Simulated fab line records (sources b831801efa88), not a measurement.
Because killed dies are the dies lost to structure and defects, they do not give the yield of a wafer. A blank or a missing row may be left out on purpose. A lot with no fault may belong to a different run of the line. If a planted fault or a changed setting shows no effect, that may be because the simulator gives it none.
Which tool was responsible? / flow gf180mcu / 21 wafers from 7 lots sampled at 2 of the route's 602 steps

== WHAT EACH GAUGE READ, for each wafer ==
GF_PSD_RS_MEAS_15: measurement is done with a four-point probe.
lot=L297; measured=day 15 00:41; on=film-metro-04; PSD_RS (ohm/sq)=108.22 108.47 108.62
lot=L300; measured=day 15 19:43; on=film-metro-02; PSD_RS (ohm/sq)=110.22 110.91 110.64
lot=L303; measured=day 17 03:08; on=film-metro-03; PSD_RS (ohm/sq)=110.86 110.52 110.75
lot=L309; measured=day 19 13:08; on=film-metro-03; PSD_RS (ohm/sq)=108.80 108.70 109.01
lot=L311; measured=day 20 03:26; on=film-metro-02; PSD_RS (ohm/sq)=109.00 108.94 109.48
lot=L314; measured=day 20 22:01; on=film-metro-02; PSD_RS (ohm/sq)=108.92 108.85 108.80
lot=L318; measured=day 22 08:47; on=film-metro-02; PSD_RS (ohm/sq)=109.19 108.61 108.52

== EACH LOT AND THE TOOL THAT RAN IT (in order: tool; ch and the chambers of the sampled wafers; start) ==
lot=L297; GF_PSD_IMPLANT_09=implanter-02 ch 0, day 15 00:07
lot=L300; GF_PSD_IMPLANT_09=implanter-01 ch 0, day 15 19:10
lot=L303; GF_PSD_IMPLANT_09=implanter-01 ch 0, day 17 02:34
lot=L309; GF_PSD_IMPLANT_09=implanter-01 ch 0, day 19 12:34
lot=L311; GF_PSD_IMPLANT_09=implanter-04 ch 0, day 20 02:53
lot=L314; GF_PSD_IMPLANT_09=implanter-04 ch 0, day 20 21:26
lot=L318; GF_PSD_IMPLANT_09=implanter-01 ch 0, day 22 08:14
- GF_PSD_IMPLANT_09

== THE ANSWER, worked out from the rows above alone ==
Rule: the usual values come from the lots themselves. The widest of any qualifying gaps counts: lots, ordered by their means at a reading, are off when they make up no more than a third of the lots, leave a main group of 4 or more, and stand apart from it by 3 or more times the standard deviation of that group's means. Not used: any main group whose means are identical at the precision the tables above print for the reading. Also off: a lot with no number at a reading for which 4 or more lots have one. The other lots that the step has rows for count as sound.
Off: L300, L303, seen at GF_PSD_RS_MEAS_15 (PSD_RS). The main group has a mean of 108.81 ohm/sq with a standard deviation of 0.22.
A tool fits if, at a process step before that reading, it ran every lot that is off, and no sound lot after the first of them. Gauges at GF_PSD_RS_MEAS_15: tried the same way as those tools. Of those tried, none fits.

== WHAT WAS PUT IN BY THE SIMULATOR ==
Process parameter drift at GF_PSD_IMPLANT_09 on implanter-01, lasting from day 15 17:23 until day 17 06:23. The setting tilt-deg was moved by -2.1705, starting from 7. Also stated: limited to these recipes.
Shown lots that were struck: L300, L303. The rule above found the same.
